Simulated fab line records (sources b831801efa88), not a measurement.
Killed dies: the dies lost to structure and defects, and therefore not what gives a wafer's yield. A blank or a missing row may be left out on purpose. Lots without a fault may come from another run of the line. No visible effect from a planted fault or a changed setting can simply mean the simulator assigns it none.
Chamber matching || flow sky130 || cmp-01 running SKY_FIELD_ISO_CMP_27: 4 sister chambers
The step polishes, stops on Si3N4, t overpolish 16 s, target thk 457.8 nm. 16 wafers are shown with their chamber, then 8 later ones without.

== WAFERS WITH THEIR CHAMBER ==
{"wafer": "L081.1", "chamber": 0, "motor-current-A (A)": 11.4, "time-to-endpoint-s (s)": 119, "overpolish-run-s (s)": 16.021}
{"wafer": "L081.2", "chamber": 1, "motor-current-A (A)": 13.2, "time-to-endpoint-s (s)": 116, "overpolish-run-s (s)": 16.006}
{"wafer": "L081.3", "chamber": 2, "motor-current-A (A)": 12.2, "time-to-endpoint-s (s)": 112, "overpolish-run-s (s)": 16.014}
{"wafer": "L081.4", "chamber": 3, "motor-current-A (A)": 10.5, "time-to-endpoint-s (s)": 115, "overpolish-run-s (s)": 15.990}
{"wafer": "L081.5", "chamber": 2, "motor-current-A (A)": 12.4, "time-to-endpoint-s (s)": 109, "overpolish-run-s (s)": 16.007}
{"wafer": "L081.6", "chamber": 3, "motor-current-A (A)": 10.5, "time-to-endpoint-s (s)": 111, "overpolish-run-s (s)": 15.983}
{"wafer": "L085.1", "chamber": 0, "motor-current-A (A)": 11.1, "time-to-endpoint-s (s)": 124, "overpolish-run-s (s)": 15.993}
{"wafer": "L085.2", "chamber": 1, "motor-current-A (A)": 12.3, "time-to-endpoint-s (s)": 117, "overpolish-run-s (s)": 16.010}
{"wafer": "L085.3", "chamber": 2, "motor-current-A (A)": 12.9, "time-to-endpoint-s (s)": 111, "overpolish-run-s (s)": 16.007}
{"wafer": "L085.4", "chamber": 3, "motor-current-A (A)": 10.7, "time-to-endpoint-s (s)": 113, "overpolish-run-s (s)": 16.012}
{"wafer": "L085.5", "chamber": 1, "motor-current-A (A)": 13.4, "time-to-endpoint-s (s)": 118, "overpolish-run-s (s)": 15.992}
{"wafer": "L085.6", "chamber": 2, "motor-current-A (A)": 12.1, "time-to-endpoint-s (s)": 112, "overpolish-run-s (s)": 16.006}
{"wafer": "L087.1", "chamber": 3, "motor-current-A (A)": 10.8, "time-to-endpoint-s (s)": 113, "overpolish-run-s (s)": 15.994}
{"wafer": "L087.2", "chamber": 1, "motor-current-A (A)": 13.0, "time-to-endpoint-s (s)": 119, "overpolish-run-s (s)": 15.999}
{"wafer": "L087.3", "chamber": 0, "motor-current-A (A)": 10.5, "time-to-endpoint-s (s)": 118, "overpolish-run-s (s)": 16.008}
{"wafer": "L087.4", "chamber": 2, "motor-current-A (A)": 12.2, "time-to-endpoint-s (s)": 111, "overpolish-run-s (s)": 16.001}

SIGNATURES (means of the wafers above)
{"reading": "motor-current-A", "chamber 0": 11.000, "chamber 1": 12.975, "chamber 2": 12.360, "chamber 3": 10.625, "scatter within a chamber": 0.364}
{"reading": "time-to-endpoint-s", "chamber 0": 120.33, "chamber 1": 117.50, "chamber 2": 111.00, "chamber 3": 113.00, "scatter within a chamber": 1.82}
{"reading": "overpolish-run-s", "chamber 0": 16.00733, "chamber 1": 16.00175, "chamber 2": 16.00700, "chamber 3": 15.99475, "scatter within a chamber": 0.00969}
Rule: distance of a wafer from a chamber = root of the sum over the readings of ((wafer's reading minus chamber's mean) / reading's scatter) squared. If the next closest chamber is less than 2 further off than the closest, the wafer can't be placed; otherwise it belongs to the closest. The scatter: the root of (the sum of the squares of (reading less its chamber's mean) over the shown wafers, divided by (wafers less chambers)).

== WAFERS MISSING THEIR CHAMBER ==
{"wafer": "L087.5", "motor-current-A (A)": 11.1, "time-to-endpoint-s (s)": 119, "overpolish-run-s (s)": 15.995}
{"wafer": "L087.6", "motor-current-A (A)": 10.6, "time-to-endpoint-s (s)": 113, "overpolish-run-s (s)": 15.995}
{"wafer": "L088.1", "motor-current-A (A)": 10.4, "time-to-endpoint-s (s)": 113, "overpolish-run-s (s)": 16.002}
{"wafer": "L088.2", "motor-current-A (A)": 13.0, "time-to-endpoint-s (s)": 112, "overpolish-run-s (s)": 16.003}
{"wafer": "L088.3", "motor-current-A (A)": 12.7, "time-to-endpoint-s (s)": 116, "overpolish-run-s (s)": 16.007}
{"wafer": "L088.4", "motor-current-A (A)": 11.0, "time-to-endpoint-s (s)": 117, "overpolish-run-s (s)": 15.987}
{"wafer": "L088.5", "motor-current-A (A)": 13.7, "time-to-endpoint-s (s)": 114, "overpolish-run-s (s)": 15.989}
{"wafer": "L088.6", "motor-current-A (A)": 12.3, "time-to-endpoint-s (s)": 111, "overpolish-run-s (s)": 16.006}

== EACH ONE'S CHAMBER ==
{"wafer": "L087.5", "from the rows above": 0, "in truth": 0}
{"wafer": "L087.6", "from the rows above": 3, "in truth": 3}
{"wafer": "L088.1", "from the rows above": 3, "in truth": 3}
{"wafer": "L088.2", "from the rows above": "can't be placed: 2 or 1", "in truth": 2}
{"wafer": "L088.3", "from the rows above": "can't be placed: 1 or 2", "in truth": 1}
{"wafer": "L088.4", "from the rows above": "can't be placed: 3 or 0", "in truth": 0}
{"wafer": "L088.5", "from the rows above": "can't be placed: 1 or 2", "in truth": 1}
{"wafer": "L088.6", "from the rows above": 2, "in truth": 2}
Correct placement for 4 of the 8. Not placeable from these rows: 4 (in 4, the candidates include the true chamber). Wrongly placed: 0.
